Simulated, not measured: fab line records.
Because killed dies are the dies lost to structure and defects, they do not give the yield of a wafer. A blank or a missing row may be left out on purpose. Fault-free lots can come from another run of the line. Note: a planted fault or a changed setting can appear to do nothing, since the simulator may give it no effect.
fab line records | flow gf180mcu
record: lots: 15 | wafers: 45 | last_day: 34
route steps=602 shown V5@554
lots that met no fault: taken from a fault-free run of the same line
start_h: start of the lot's first displayed wafer, in hours after the record's first day | wait_h: how many hours have passed since the lot's step before this one | " unchanged from the row above | L1.1+2: a row that stands for several wafers | - value missing, or start not given | * or withheld: withheld | < > ~ a bound
route shown NAME@n: names a module that has steps shown in the file, with the first one's number in the route | usual: mean/standard deviation of fault-free wafers | same: alike in all rows | chamber/n: place in a boat | sites: each site's reading | _std_site: standard deviation of those values | _edge_site: mean of outer sites minus mean of inner sites | radius_mm: how far each site lies from the wafer's centre | mask NAME#n: copy n | behind: tool/chamber where the wafer was last shaped | hold: why the lot was held/for how many hours/how that ended | device: transistor that didn't switch, given as n, p or np | end of line: the route-end tests of the same wafers | where a step has no rows: the recipe by itself | killed: at the first sort, the dies lost to defects and structure; wafer yield is something else | map: the dies of a wafer, with x for killed, . for not killed, _ for no die there
set.NAME: the setting the step ran with; set.NAME@STEP: the setting that earlier step ran with | model.NAME: the simulator's own value behind a step, which no gauge read
a sample of lots followed through the steps of the route, with each step as a table and each wafer as a row
services: when a tool's chamber went out of use (start_h, in hours from the record's first day, below 0 if earlier), for how many hours, and the reason
== steps ==
step: GF_V5_CD_MEAS_14
recipe: target_cd_nm: 260
usual: cd_nm: 260.2/1.1
lot.wafer | tool      | chamber | start_h | wait_h | cd_nm
L400.1    | cd_sem-01 | -       | 623.12  | 0.1    | 260.7
L400.3    | "         | -       | "       | "      | 261.6
L400.5    | "         | -       | "       | "      | 260.5
L401.2    | cd_sem-02 | -       | 628.28  | 0.1    | 260.7
L401.3    | "         | -       | "       | "      | 260.5
L401.5    | "         | -       | "       | "      | 260.2
L402.3    | cd_sem-02 | -       | 639.86  | 0.1    | 259.2
L402.5    | "         | -       | "       | "      | 259.3
L402.6    | "         | -       | "       | "      | 258.5
L405.2    | cd_sem-02 | -       | 663.34  | 0.1    | 261.7
L405.3    | "         | -       | "       | "      | 262.7
L405.4    | "         | -       | "       | "      | 261.6
L408.3    | cd_sem-01 | -       | 699.36  | 0.1    | 258.8
L408.5    | "         | -       | "       | "      | 257.8
L408.6    | "         | -       | "       | "      | 257.6
L409.1    | cd_sem-01 | -       | 708.22  | 0.1    | 260.6
L409.3    | "         | -       | "       | "      | 259.3
L409.6    | "         | -       | "       | "      | 259.5
L410.4    | cd_sem-01 | -       | 708.98  | 0.1    | 259.5
L410.5    | "         | -       | "       | "      | 259.1
L410.6    | "         | -       | "       | "      | 260.8
L411.3    | cd_sem-01 | -       | 720.96  | 0.1    | 262.2
L411.4    | "         | -       | "       | "      | 261.6
L411.5    | "         | -       | "       | "      | 260.4
L412.1    | cd_sem-01 | -       | 724.57  | 0.1    | 260.7
L412.5    | "         | -       | "       | "      | 259.9
L412.6    | "         | -       | "       | "      | 261.2
L416.4    | cd_sem-02 | -       | 743.73  | 0.1    | 259.0
L416.5    | "         | -       | "       | "      | 258.3
L416.6    | "         | -       | "       | "      | 259.1
L418.3    | cd_sem-01 | -       | 753.06  | 0.1    | 261.0
L418.5    | "         | -       | "       | "      | 260.4
L418.6    | "         | -       | "       | "      | 260.5
L417.2    | cd_sem-01 | -       | 756.94  | 0.1    | 260.9
L417.3    | "         | -       | "       | "      | 261.2
L417.4    | "         | -       | "       | "      | 260.2
L419.1    | cd_sem-01 | -       | 765.86  | 0.1    | 259.1
L419.2    | "         | -       | "       | "      | 258.9
L419.4    | "         | -       | "       | "      | 260.5
L422.4    | cd_sem-01 | -       | 777.78  | 0.1    | 260.8
L422.5    | "         | -       | "       | "      | 261.4
L422.6    | "         | -       | "       | "      | 261.3
L423.2    | cd_sem-02 | -       | 781.43  | 0.1    | 260.0
L423.3    | "         | -       | "       | "      | 259.4
L423.5    | "         | -       | "       | "      | 259.1
step: GF_V5_OVL_MEAS_15
usual: V5_OVL: -1/6.2
lot.wafer | tool       | chamber | start_h | wait_h | V5_OVL[nm]
L400.1    | overlay-02 | -       | 623.24  | 0.1    | -6
L400.3    | "          | -       | "       | "      | -8
L400.5    | "          | -       | "       | "      | 0
L401.2    | overlay-02 | -       | 628.39  | 0.1    | -12
L401.3    | "          | -       | "       | "      | -5
L401.5    | "          | -       | "       | "      | -7
L402.3    | overlay-02 | -       | 639.95  | 0.1    | -13
L402.5    | "          | -       | "       | "      | -17
L402.6    | "          | -       | "       | "      | -11
L405.2    | overlay-02 | -       | 663.44  | 0.1    | 2
L405.3    | "          | -       | "       | "      | -9
L405.4    | "          | -       | "       | "      | -4
L408.3    | overlay-02 | -       | 699.45  | 0.1    | -7
L408.5    | "          | -       | "       | "      | -1
L408.6    | "          | -       | "       | "      | -13
L409.1    | overlay-02 | -       | 708.34  | 0.1    | 0
L409.3    | "          | -       | "       | "      | -4
L409.6    | "          | -       | "       | "      | 0
L410.4    | overlay-02 | -       | 709.05  | 0.1    | -2
L410.5    | "          | -       | "       | "      | -8
L410.6    | "          | -       | "       | "      | -1
L411.3    | overlay-02 | -       | 721.05  | 0.1    | -2
L411.4    | "          | -       | "       | "      | -1
L411.5    | "          | -       | "       | "      | 3
L412.1    | overlay-02 | -       | 724.69  | 0.1    | 6
L412.5    | "          | -       | "       | "      | 4
L412.6    | "          | -       | "       | "      | 8
L416.4    | overlay-01 | -       | 743.80  | 0.1    | -5
L416.5    | "          | -       | "       | "      | -5
L416.6    | "          | -       | "       | "      | -9
L418.3    | overlay-02 | -       | 753.15  | 0.1    | 0
L418.5    | "          | -       | "       | "      | -3
L418.6    | "          | -       | "       | "      | -6
L417.2    | overlay-02 | -       | 757.05  | 0.1    | -7
L417.3    | "          | -       | "       | "      | -4
L417.4    | "          | -       | "       | "      | -4
L419.1    | overlay-01 | -       | 765.98  | 0.1    | 0
L419.2    | "          | -       | "       | "      | 7
L419.4    | "          | -       | "       | "      | 6
L422.4    | overlay-01 | -       | 777.86  | 0.1    | -7
L422.5    | "          | -       | "       | "      | 0
L422.6    | "          | -       | "       | "      | -7
L423.2    | overlay-02 | -       | 781.54  | 0.1    | -6
L423.3    | "          | -       | "       | "      | -9
L423.5    | "          | -       | "       | "      | -3
step: GF_V5_STRIP_18
recipe: chemistry: O2/N2 | power_w: 1400 | pressure_mtorr: 1500 | platen_temp_c: 250 | o2_flow_sccm: 3000 | n2_flow_sccm: 300 | overash_fraction: 0.5
usual: chamber_pressure_mTorr: 1499.8/1.4 | drypump_motor_current_A: 5.9/0.43 | heater_power_w: 360/21 | o2_flow_sccm: 2998/9.4 | oes_product_au: 0.568/0.0053
lot.wafer | tool            | chamber | start_h | wait_h | chamber_pressure_mTorr | drypump_motor_current_A | heater_power_w | o2_flow_sccm | oes_product_au | rf_hours_counter_h
L400.1    | plasma_asher-03 | 1       | 623.43  | -      | 1500.3                 | 6.2                     | 346            | 3003         | 0.567          | 86
L400.3    | "               | 1       | "       | "      | 1497.8                 | 6.2                     | 345            | 3000         | 0.566          | -
L400.5    | "               | 0       | "       | "      | 1497.7                 | 6.2                     | 315            | 3001         | 0.573          | -
L401.2    | plasma_asher-01 | 1       | 628.57  | -      | 1499.9                 | 5.6                     | 376            | 2996         | 0.564          | 18
L401.3    | "               | 1       | "       | "      | 1501.6                 | 5.7                     | 360            | 3001         | 0.566          | -
L401.5    | "               | 1       | "       | "      | 1501.2                 | 5.6                     | 359            | 2987         | 0.571          | -
L402.3    | plasma_asher-02 | 0       | 640.16  | -      | 1499.9                 | 5.2                     | 363            | 2987         | 0.569          | -
L402.5    | "               | 0       | "       | "      | 1497.1                 | 5.2                     | 379            | 2998         | 0.570          | -
L402.6    | "               | 1       | "       | "      | 1500.2                 | 6.1                     | 359            | 2996         | 0.575          | -
L405.2    | plasma_asher-03 | 1       | 663.63  | -      | 1498.4                 | 6.2                     | 352            | 2991         | 0.574          | 90
L405.3    | "               | 1       | "       | "      | 1499.4                 | 6.2                     | 344            | 2987         | 0.560          | -
L405.4    | "               | 0       | "       | "      | 1499.5                 | 6.2                     | 316            | 2998         | 0.568          | -
L408.3    | plasma_asher-03 | 0       | 699.66  | -      | 1500.5                 | 6.2                     | 312            | 3009         | 0.573          | -
L408.5    | "               | 1       | "       | "      | 1499.4                 | 6.2                     | 352            | 2971         | 0.567          | -
L408.6    | "               | 0       | "       | "      | 1499.2                 | 6.2                     | 313            | 3000         | 0.562          | -
L409.1    | plasma_asher-01 | 1       | 708.53  | -      | -                      | -                       | -              | -            | -              | -
L409.3    | "               | 0       | "       | "      | -                      | -                       | -              | -            | -              | -
L409.6    | "               | 1       | "       | "      | -                      | -                       | -              | -            | -              | -
L410.4    | plasma_asher-02 | 0       | 709.26  | -      | -                      | -                       | -              | -            | -              | -
L410.5    | "               | 1       | "       | "      | -                      | -                       | -              | -            | -              | -
L410.6    | "               | 0       | "       | "      | -                      | -                       | -              | -            | -              | -
L411.3    | plasma_asher-01 | 1       | 721.26  | -      | -                      | -                       | -              | -            | -              | -
L411.4    | "               | 0       | "       | "      | -                      | -                       | -              | -            | -              | -
L411.5    | "               | 1       | "       | "      | -                      | -                       | -              | -            | -              | -
L412.1    | plasma_asher-01 | 1       | 724.88  | -      | 1500.2                 | 5.7                     | 365            | 2992         | 0.564          | 29
L412.5    | "               | 0       | "       | "      | 1500.6                 | 6.5                     | 381            | 2998         | 0.567          | -
L412.6    | "               | 1       | "       | "      | 1501.4                 | 5.7                     | 362            | 2997         | 0.568          | -
L416.4    | plasma_asher-01 | 1       | 744.01  | -      | 1500.9                 | 5.6                     | 374            | 2996         | 0.573          | -
L416.5    | "               | 0       | "       | "      | 1501.3                 | 6.5                     | 393            | 3004         | 0.575          | -
L416.6    | "               | 1       | "       | "      | 1498.3                 | 5.6                     | 368            | 2986         | 0.576          | -
L418.3    | plasma_asher-02 | 0       | 753.36  | -      | 1498.5                 | 5.2                     | 364            | 3007         | 0.559          | -
L418.5    | "               | 1       | "       | "      | 1498.4                 | 6.1                     | 362            | 2998         | 0.574          | -
L418.6    | "               | 0       | "       | "      | 1495.7                 | 5.2                     | 364            | 3010         | 0.574          | -
L417.2    | plasma_asher-02 | 1       | 757.23  | -      | 1498.4                 | 6.0                     | 352            | 2994         | 0.576          | 64
L417.3    | "               | 0       | "       | "      | 1498.0                 | 5.2                     | 365            | 2990         | 0.566          | -
L417.4    | "               | 1       | "       | "      | 1500.6                 | 6.0                     | 350            | 2982         | 0.567          | -
L419.1    | plasma_asher-01 | 1       | 766.17  | -      | 1500.8                 | 5.6                     | 380            | 2996         | 0.563          | 35
L419.2    | "               | 0       | "       | "      | 1499.2                 | 6.5                     | 374            | 2996         | 0.569          | 35
L419.4    | "               | 1       | "       | "      | 1502.4                 | 5.6                     | 370            | 3000         | 0.569          | -
L422.4    | plasma_asher-03 | 1       | 778.06  | -      | 1499.9                 | 6.2                     | 347            | 3016         | 0.571          | -
L422.5    | "               | 0       | "       | "      | 1503.9                 | 6.2                     | 313            | 3012         | 0.560          | -
L422.6    | "               | 1       | "       | "      | 1498.6                 | 6.2                     | 352            | 3016         | 0.564          | -
L423.2    | plasma_asher-01 | 1       | 781.72  | -      | 1500.5                 | 5.7                     | 368            | 3010         | 0.575          | 36
L423.3    | "               | 1       | "       | "      | 1502.6                 | 5.7                     | 371            | 3014         | 0.560          | -
L423.5    | "               | 0       | "       | "      | 1497.2                 | 6.5                     | 389            | 2997         | 0.560          | -
step: GF_V5_CVD_23
recipe: material: W | target_thk_nm: 350 | time_s: 104.9 | temp_c: 400 | pressure_torr: 40
usual: heater_power_w: 817/45
lot.wafer | tool     | chamber | start_h | wait_h | heater_power_w
L400.1    | cvd_w-01 | 0       | 624.10  | 0.0    | 769
L400.3    | "        | 0       | "       | "      | 765
L400.5    | "        | 1       | "       | "      | 830
L401.2    | cvd_w-01 | 1       | 629.24  | 0.0    | 834
L401.3    | "        | 0       | "       | "      | 761
L401.5    | "        | 1       | "       | "      | 850
L402.3    | cvd_w-01 | 1       | 640.81  | 0.1    | 814
L402.5    | "        | 0       | "       | "      | 768
L402.6    | "        | 1       | "       | "      | 827
L405.2    | cvd_w-01 | 0       | 664.33  | 0.0    | 781
L405.3    | "        | 0       | "       | "      | 768
L405.4    | "        | 1       | "       | "      | 811
L408.3    | cvd_w-01 | 1       | 700.33  | 0.1    | 843
L408.5    | "        | 0       | "       | "      | 778
L408.6    | "        | 1       | "       | "      | 832
L409.1    | cvd_w-01 | 0       | 709.16  | 0.0    | 772
L409.3    | "        | 1       | "       | "      | 853
L409.6    | "        | 1       | "       | "      | 857
L410.4    | cvd_w-01 | 1       | 709.90  | 0.1    | 821
L410.5    | "        | 1       | "       | "      | 824
L410.6    | "        | 0       | "       | "      | 784
L411.3    | cvd_w-01 | 0       | 721.90  | 0.1    | 769
L411.4    | "        | 1       | "       | "      | 857
L411.5    | "        | 0       | "       | "      | 790
L412.1    | cvd_w-01 | 0       | 725.52  | 0.0    | 787
L412.5    | "        | 0       | "       | "      | 755
L412.6    | "        | 1       | "       | "      | 831
L416.4    | cvd_w-02 | 0       | 744.99  | 0.1    | 873
L416.5    | "        | 1       | "       | "      | 773
L416.6    | "        | 0       | "       | "      | 888
L418.3    | cvd_w-01 | 0       | 754.14  | 0.1    | 780
L418.5    | "        | 0       | "       | "      | 774
L418.6    | "        | 1       | "       | "      | 858
L417.2    | cvd_w-01 | 0       | 757.97  | 0.0    | 765
L417.3    | "        | 0       | "       | "      | 777
L417.4    | "        | 1       | "       | "      | 840
L419.1    | cvd_w-02 | 0       | 766.83  | 0.0    | 876
L419.2    | "        | 1       | "       | "      | 789
L419.4    | "        | 0       | "       | "      | 901
L422.4    | cvd_w-02 | 1       | 778.70  | 0.0    | 803
L422.5    | "        | 1       | "       | "      | 787
L422.6    | "        | 0       | "       | "      | 884
L423.2    | cvd_w-02 | 1       | 782.39  | 0.0    | 794
L423.3    | "        | 1       | "       | "      | 792
L423.5    | "        | 1       | "       | "      | 791
== services ==
tool            | chamber | start_h | hours | kind
plasma_asher-03 | -       | 614.87  | 2.1   | repair
plasma_asher-03 | -       | 647.54  | 4.5   | repair
cvd_w-01        | -       | 688.64  | 0.9   | repair
plasma_asher-03 | -       | 709.34  | 2.8   | pm
cvd_w-01        | 0       | 713.90  | 5.9   | repair
plasma_asher-02 | -       | 721.54  | 28.1  | pm
cvd_w-02        | 0       | 748.29  | 4.3   | repair
cvd_w-02        | -       | 751.86  | 2.8   | pm
== key ==
first_sign: step: GF_V5_STRIP_18 | reading: tool_record | direction: missing
effect none on later readings
met_at GF_V5_STRIP_18
struck_lots L409,L410,L411
later_rows_left_out L409.1,L409.3,L409.6,L410.4,L410.5,L410.6,L411.3,L411.4,L411.5
sort_left_out L409.1,L409.3,L409.6,L410.4,L410.5,L410.6,L411.3,L411.4,L411.5
not_acting_at GF_V5_CD_MEAS_14,GF_V5_OVL_MEAS_15,GF_V5_CVD_23
onset_between 640.16 708.53
fault: kind: skipped_step_whole | tool: plasma_asher-01,plasma_asher-02 | chamber: - | onset_h: 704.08 | steps: GF_V5_STRIP_18 | scope: struck_lots_only
sort_left_out: the simulated sort isn't trusted on such a fault, so these wafers' sort isn't shown, and their yield isn't known
later_rows_left_out: the simulator's readings of these wafers behind a module that went badly wrong aren't trusted and aren't shown, but for the sort
